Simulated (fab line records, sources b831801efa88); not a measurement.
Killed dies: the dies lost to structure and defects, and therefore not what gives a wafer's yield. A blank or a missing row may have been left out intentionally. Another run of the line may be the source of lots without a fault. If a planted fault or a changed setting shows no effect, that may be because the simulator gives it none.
fab line records	flow sky130
record: lots: 6	wafers: 18	lastDay: 50
route steps=708 shown VIA1@482 METAL2@483 PAD_OPEN@708
lots that met no fault: taken from a fault-free run of the same line
startH: start of the lot's first displayed wafer, in hours after the record's first day	waitH: how many hours have passed since the lot's step before this one	" unchanged from the row above	L1.1+2: a single row standing in for several wafers	- no value, or no start given	* or withheld: withheld	< > ~ a bound
route shown NAME@n: names a module that has steps shown in the file, with the first one's number in the route	usual: average and standard deviation across the fault-free wafers	same: alike in all rows	chamber/n: place in a boat	sites: per-site readings	_std_site: the standard deviation of these	_edge_site: mean of outer sites minus mean of inner sites	radiusMm: for every site, how far away it sits from the centre of the wafer	mask NAME#n: copy n	behind: tool/chamber where the wafer was last shaped	hold: what put the lot on hold/how long, in hours/how the hold closed	device: whichever transistor did not switch (one of n, p or np)	end of line: tests run on the same wafers once the route is complete	a step without rows: its recipe alone	killed: dies lost to structure and defects at the first sort, not the wafer's yield	map: shows each die of a wafer: x if killed, . if not, _ if none is there
set.NAME: the setting as run; set.NAME@STEP: as run at that earlier step	model.NAME: the simulator's own value behind a step, which no gauge read
lots at selected steps of the route; one table per step, one row per wafer
services: from which hour (startH, from the record's first day; less than 0 if before it) a tool's chamber was out of use, for how many hours, and why
== steps ==
step: SKY_VIA1_CMP_24
recipe: stopOn: SiO2	tOverpolishS: 15	downForcePsi: 3.5	platenRpm: 60	targetThkNm: 0	padVelocityMS: 0.94248
step: SKY_METAL2_SPUTTER_00
recipe: material: Ti	targetThkNm: 15	powerW: 3000	timeS: 10	chamberPressurePa: 0.4
usual: cathodeDcPowerW: 3000.0/0.54	throttleValvePct: 30.2/0.93
lot.wafer	tool	chamber	startH	waitH	cathodeDcPowerW	throttleValvePct
L341.2	pvdSputter-04	-	795.90	0.2	2999.8	28.4
L341.4	"	-	"	"	2999.2	29.9
L341.5	"	-	"	"	2999.8	31.2
L348.4	pvdSputter-01	-	864.27	0.2	3000.3	31.1
L348.5	"	-	"	"	2999.5	30.9
L348.6	"	-	"	"	2999.3	31.4
L351.2	pvdSputter-04	-	886.51	0.1	3000.0	29.7
L351.4	"	-	"	"	2999.1	28.5
L351.5	"	-	"	"	3001.1	30.1
L361.1	pvdSputter-01	-	947.95	0.1	3001.2	28.6
L361.3	"	-	"	"	2999.1	31.0
L361.6	"	-	"	"	3000.5	29.1
L360.2	pvdSputter-04	-	955.46	0.2	3001.2	29.8
L360.3	"	-	"	"	3000.6	28.7
L360.6	"	-	"	"	3000.3	31.3
L362.2	pvdSputter-04	-	965.24	0.2	2999.7	29.9
L362.3	"	-	"	"	2999.5	30.1
L362.4	"	-	"	"	3000.5	28.7
step: SKY_METAL2_SPUTTER_01
recipe: material: TiN	targetThkNm: 20	powerW: 6500	timeS: 16.7	chamberPressurePa: 0.4
usual: cathodeDcPowerW: 6500.0/1.2	throttleValvePct: 30.2/0.94
lot.wafer	tool	chamber	startH	waitH	cathodeDcPowerW	throttleValvePct
L341.2	pvdSputter-04	-	795.93	0.0	6500.9	28.9
L341.4	"	-	"	"	6500.3	30.1
L341.5	"	-	"	"	6498.6	30.8
L348.4	pvdSputter-01	-	864.29	0.0	6498.5	31.3
L348.5	"	-	"	"	6502.1	31.0
L348.6	"	-	"	"	6499.3	31.3
L351.2	pvdSputter-04	-	886.53	0.0	6502.6	29.7
L351.4	"	-	"	"	6500.6	28.5
L351.5	"	-	"	"	6500.9	30.0
L361.1	pvdSputter-01	-	947.97	0.0	6501.6	29.4
L361.3	"	-	"	"	6499.8	31.0
L361.6	"	-	"	"	6499.3	28.9
L360.2	pvdSputter-04	-	955.48	0.0	6500.0	29.8
L360.3	"	-	"	"	6498.7	28.7
L360.6	"	-	"	"	6501.0	30.7
L362.2	pvdSputter-04	-	965.26	0.0	6500.5	29.7
L362.3	"	-	"	"	6499.7	30.1
L362.4	"	-	"	"	6500.8	28.7
step: SKY_METAL2_SPUTTER_02
recipe: material: AlCu	targetThkNm: 250	powerW: 10600	timeS: 13.3	chamberPressurePa: 0.4
usual: cathodeDcPowerW: 10600/1.8	throttleValvePct: 30.2/0.92
lot.wafer	tool	chamber	startH	waitH	cathodeDcPowerW	throttleValvePct
L341.2	pvdSputter-04	-	795.95	0.0	10603	28.9
L341.4	"	-	"	"	10602	29.9
L341.5	"	-	"	"	10598	30.9
L348.4	pvdSputter-01	-	864.32	0.0	10596	31.3
L348.5	"	-	"	"	10602	31.2
L348.6	"	-	"	"	10597	31.7
L351.2	pvdSputter-04	-	886.56	0.0	10598	29.5
L351.4	"	-	"	"	10600	28.7
L351.5	"	-	"	"	10599	30.0
L361.1	pvdSputter-01	-	948.00	0.0	10598	29.2
L361.3	"	-	"	"	10598	31.1
L361.6	"	-	"	"	10597	29.3
L360.2	pvdSputter-04	-	955.51	0.0	10600	29.9
L360.3	"	-	"	"	10602	28.9
L360.6	"	-	"	"	10601	30.8
L362.2	pvdSputter-04	-	965.28	0.0	10600	30.0
L362.3	"	-	"	"	10601	29.8
L362.4	"	-	"	"	10602	28.7
step: SKY_METAL2_SPUTTER_03
recipe: material: Ti	targetThkNm: 5	powerW: 3000	timeS: 3.3	chamberPressurePa: 0.4
usual: cathodeDcPowerW: 3000.0/0.56	throttleValvePct: 30.2/0.95
lot.wafer	tool	chamber	startH	waitH	cathodeDcPowerW	throttleValvePct
L341.2	pvdSputter-04	-	795.98	0.0	3000.9	28.6
L341.4	"	-	"	"	3000.2	30.0
L341.5	"	-	"	"	3000.4	31.1
L348.4	pvdSputter-01	-	864.34	0.0	3000.8	31.0
L348.5	"	-	"	"	2998.8	30.8
L348.6	"	-	"	"	3000.3	31.6
L351.2	pvdSputter-04	-	886.58	0.0	2998.6	29.7
L351.4	"	-	"	"	3000.1	28.4
L351.5	"	-	"	"	2999.5	30.3
L361.1	pvdSputter-01	-	948.03	0.0	3000.4	29.2
L361.3	"	-	"	"	3000.0	31.1
L361.6	"	-	"	"	3000.7	28.8
L360.2	pvdSputter-04	-	955.53	0.0	3000.7	29.9
L360.3	"	-	"	"	3000.4	28.6
L360.6	"	-	"	"	3000.8	31.0
L362.2	pvdSputter-04	-	965.31	0.0	2999.9	29.7
L362.3	"	-	"	"	3000.1	29.9
L362.4	"	-	"	"	2999.8	28.6
step: SKY_METAL2_SPUTTER_04
recipe: material: TiN	targetThkNm: 70	powerW: 6500	timeS: 58.3	chamberPressurePa: 0.4
usual: cathodeDcPowerW: 6499.9/1.3	throttleValvePct: 30.2/0.93
lot.wafer	tool	chamber	startH	waitH	cathodeDcPowerW	throttleValvePct
L341.2	pvdSputter-04	-	795.99	0.0	6500.8	28.6
L341.4	"	-	"	"	6499.1	30.1
L341.5	"	-	"	"	6499.6	30.9
L348.4	pvdSputter-01	-	864.36	0.0	6500.2	31.0
L348.5	"	-	"	"	6500.0	31.1
L348.6	"	-	"	"	6499.7	31.7
L351.2	pvdSputter-04	-	886.60	0.0	6502.7	29.5
L351.4	"	-	"	"	6497.0	28.8
L351.5	"	-	"	"	6500.2	30.2
L361.1	pvdSputter-01	-	948.05	0.0	6500.9	29.1
L361.3	"	-	"	"	6501.6	31.2
L361.6	"	-	"	"	6498.4	29.4
L360.2	pvdSputter-04	-	955.55	0.0	6502.1	29.7
L360.3	"	-	"	"	6498.4	28.8
L360.6	"	-	"	"	6498.7	30.5
L362.2	pvdSputter-04	-	965.33	0.0	6500.2	30.0
L362.3	"	-	"	"	6498.9	30.1
L362.4	"	-	"	"	6499.8	28.7
step: SKY_METAL2_RS_MEAS_05
recipe: thkMeasGauge: four-point-probe	reads: TiN_of_METAL2_SPUTTER_04+Ti_of_METAL2_SPUTTER_03+AlCu_of_METAL2_SPUTTER_02+TiN_of_METAL2_SPUTTER_01+Ti_of_METAL2_SPUTTER_00
usual: METAL2_ALCU_RS: 0.1273/0.0013
lot.wafer	tool	chamber	startH	waitH	METAL2_ALCU_RS[ohm/sq]
L341.2	filmMetro-03	-	796.06	0.0	0.1256
L341.4	"	-	"	"	0.1252
L341.5	"	-	"	"	0.1259
L348.4	filmMetro-02	-	864.47	0.1	0.1254
L348.5	"	-	"	"	0.1260
L348.6	"	-	"	"	0.1269
L351.2	filmMetro-01	-	886.67	0.0	0.1307
L351.4	"	-	"	"	0.1285
L351.5	"	-	"	"	0.1283
L361.1	filmMetro-01	-	948.11	0.0	0.1288
L361.3	"	-	"	"	0.1295
L361.6	"	-	"	"	0.1276
L360.2	filmMetro-02	-	955.62	0.0	0.1278
L360.3	"	-	"	"	0.1258
L360.6	"	-	"	"	0.1266
L362.2	filmMetro-01	-	965.40	0.0	0.1286
L362.3	"	-	"	"	0.1274
L362.4	"	-	"	"	0.1269
step: SKY_METAL2_THK_MEAS_06
recipe: thkMeasGauge: xrf	reads: AlCu_of_METAL2_SPUTTER_02
usual: METAL2_ALCU_THK: 249.9/2.6
lot.wafer	tool	chamber	startH	waitH	METAL2_ALCU_THK[nm]
L341.2	filmMetro-03	-	796.17	0.1	253.0
L341.4	"	-	"	"	252.8
L341.5	"	-	"	"	252.6
L348.4	filmMetro-02	-	864.56	0.1	252.6
L348.5	"	-	"	"	249.4
L348.6	"	-	"	"	250.1
L351.2	filmMetro-01	-	886.78	0.1	245.5
L351.4	"	-	"	"	248.5
L351.5	"	-	"	"	249.1
L361.1	filmMetro-01	-	948.23	0.1	247.6
L361.3	"	-	"	"	247.1
L361.6	"	-	"	"	250.6
L360.2	filmMetro-02	-	955.73	0.1	246.5
L360.3	"	-	"	"	251.7
L360.6	"	-	"	"	250.4
L362.2	filmMetro-01	-	965.51	0.1	246.6
L362.3	"	-	"	"	250.0
L362.4	"	-	"	"	251.3
step: SKY_METAL2_DEHYDRATE_07
recipe: tempC: 200	timeS: 60
step: SKY_METAL2_HMDS_08
recipe: primeTimeS: 60	primeTempC: 120
step: SKY_METAL2_COAT_09
recipe: resist: BARC	tempC: withheld	timeS: withheld	spinRpm: 3000	resistThkNm: 60
step: SKY_METAL2_COAT_10
recipe: resist: KrF-thick	spinRpm: 3000	resistThkNm: 450
step: SKY_METAL2_SOFTBAKE_11
recipe: tempC: 100	timeS: 90	resist: KrF-thick
usual: heaterPowerTotalW: 57.35/0.11	runLengthS: 119.2/0.32
lot.wafer	tool	chamber	startH	waitH	heaterPowerTotalW	runLengthS
L341.2	lithoTrack-02	0	809	-	57.25	119.1
L341.4	"	0	"	"	57.33	119.1
L341.5	"	0	"	"	57.28	118.9
L348.4	lithoTrack-03	0	877	-	58.04	116.8
L348.5	"	0	"	"	57.87	116.5
L348.6	"	0	"	"	58.05	116.5
L351.2	lithoTrack-03	0	899	-	58.15	116.5
L351.4	"	0	"	"	58.02	116.6
L351.5	"	0	"	"	58.09	116.8
L361.1	lithoTrack-02	0	960	-	57.36	119.0
L361.3	"	0	"	"	57.52	118.9
L361.6	"	0	"	"	57.21	118.8
L360.2	lithoTrack-03	0	967	-	57.32	119.8
L360.3	"	0	"	"	57.42	119.4
L360.6	"	0	"	"	57.24	119.5
L362.2	lithoTrack-04	0	977	-	57.35	119.1
L362.3	"	0	"	"	57.29	119.0
L362.4	"	0	"	"	57.43	119.0
step: SKY_METAL2_EXPOSE_12
recipe: maskId: MM2	na: 0.8	sourceShape: annular	sigmaInner: 0.55	sigmaOuter: 0.85	targetCdNm: 140	doseMj: 28
step: SKY_PAD_OPEN_PROBE_99
usual: defectLimitedYield: 82.4/1.9	killed_at_M0_to_M3: 43/7.1	killed_at_M4_up: 3.2/1.7	killedAtContacts: 24/5.6	killedAtFrontEnd: 16/5	killedAtOther: 0.4/0.68	killedDies: 86/9.3	killedOpen: 47/7.1	killedShort: 39/5.7	sort_bin_3_pad_short: 0.9/0.38	sort_bin_5_function: 10.4/1.5	sort_bin_6_memory: 6.3/1.3	sortNPass: 406/9.3	sortYieldPct: 82.4/1.9
same: grossDies: 492	killedAtBackSide: 0	sort_bin_4_leakage[%]: 0	sort_bin_8_speed[%]: 0
lot.wafer	tool	chamber	startH	waitH	defectLimitedYield[%]	killed_at_M0_to_M3	killed_at_M4_up	killedAtContacts	killedAtFrontEnd	killedAtOther	killedDies	killedOpen	killedShort	sort_bin_3_pad_short[%]	sort_bin_5_function[%]	sort_bin_6_memory[%]	sortNPass	sortYieldPct[%]
L341.2	prober-02	-	1077.27	0.1	78.7	46	4	34	20	1	105	61	44	0.8	12.6	7.9	387	78.7
L341.4	prober-02	-	1077.37	0.2	80.7	44	2	23	24	2	95	47	46	1.2	11.6	6.5	397	80.7
L341.5	prober-02	-	1077.42	0.2	81.3	35	2	32	22	1	92	45	46	0.8	12.8	5.1	400	81.3
L360.2	prober-02	-	1193.83	0.1	84.1	39	2	24	13	0	78	41	37	0.4	10.2	5.3	414	84.1
L360.3	prober-02	-	1193.88	0.2	83.5	37	1	28	15	0	81	47	34	0.4	9.3	6.7	411	83.5
L360.6	prober-02	-	1194.03	0.2	84.8	36	3	20	16	0	75	39	36	1.4	7.9	5.9	417	84.8
killed by level:class
L341.2 CONTACT:geometricParticle:open=12 METAL1:geometricParticle:short=11 VIA1:geometricParticle:open=9 LI_CONTACT:geometricParticle:open=8 VIA3:geometricParticle:open=8 POLY_GATE:geometricParticle:open=7 FIELD_ISO:geometricParticle:open=4 LI_CONTACT:geometricParticle:short=4
L341.4 VIA3:geometricParticle:open=8 CONTACT:geometricParticle:open=8 VIA1:geometricParticle:short=7 VIA1:geometricParticle:open=7 METAL2:geometricParticle:short=6 LOCAL_INTERCONNECT:geometricParticle:short=6 FIELD_ISO:geometricParticle:open=5 FIELD_ISO:geometricParticle:short=5
L341.5 CONTACT:geometricParticle:short=8 CONTACT:geometricParticle:open=8 POLY_GATE:geometricParticle:open=7 POLY_GATE:geometricParticle:short=7 VIA3:geometricParticle:open=7 LOCAL_INTERCONNECT:geometricParticle:short=6 LI_CONTACT:geometricParticle:open=5 VIA1:geometricParticle:open=5
L360.2 CONTACT:geometricParticle:open=13 VIA1:geometricParticle:open=8 METAL2:geometricParticle:short=7 POLY_GATE:geometricParticle:short=5 CONTACT:geometricParticle:short=5 METAL1:geometricParticle:short=4 VIA2:geometricParticle:short=4 FIELD_ISO:geometricParticle:open=3
L360.3 VIA1:geometricParticle:open=12 CONTACT:geometricParticle:open=9 LOCAL_INTERCONNECT:geometricParticle:short=7 CONTACT:geometricParticle:short=7 VIA2:geometricParticle:open=6 VIA3:geometricParticle:open=6 FIELD_ISO:geometricParticle:short=4 FIELD_ISO:geometricParticle:open=4
L360.6 LI_CONTACT:geometricParticle:open=8 LOCAL_INTERCONNECT:geometricParticle:short=7 VIA3:geometricParticle:open=7 FIELD_ISO:geometricParticle:open=6 METAL1:geometricParticle:short=6 VIA1:geometricParticle:open=6 VIA2:geometricParticle:short=4 POLY_GATE:geometricParticle:short=4
== services ==
tool	chamber	startH	hours	kind
pvdSputter-01	-	813.63	1.2	repair
pvdSputter-01	-	953.33	2.4	repair
== key ==
firstSign: step: SKY_METAL2_SOFTBAKE_11	reading: runLengthS	direction: down	sigmas: 8.1	usual: *	struck: *
effect: step: SKY_METAL2_SOFTBAKE_11	reading: heaterPowerTotalW	direction: up	sigmas: 6.1	usual: *	struck: *
metAt SKY_METAL2_SOFTBAKE_11
struckWafers L348.4,L348.5,L348.6,L351.2,L351.4,L351.5
fault: kind: processParameterDrift	tool: lithoTrack-03	chamber: -	onsetH: 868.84	steps: SKY_METAL2_SOFTBAKE_11	channel: timeS	offset: *	shape: step	endH: 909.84	actsIn: *	stated: *
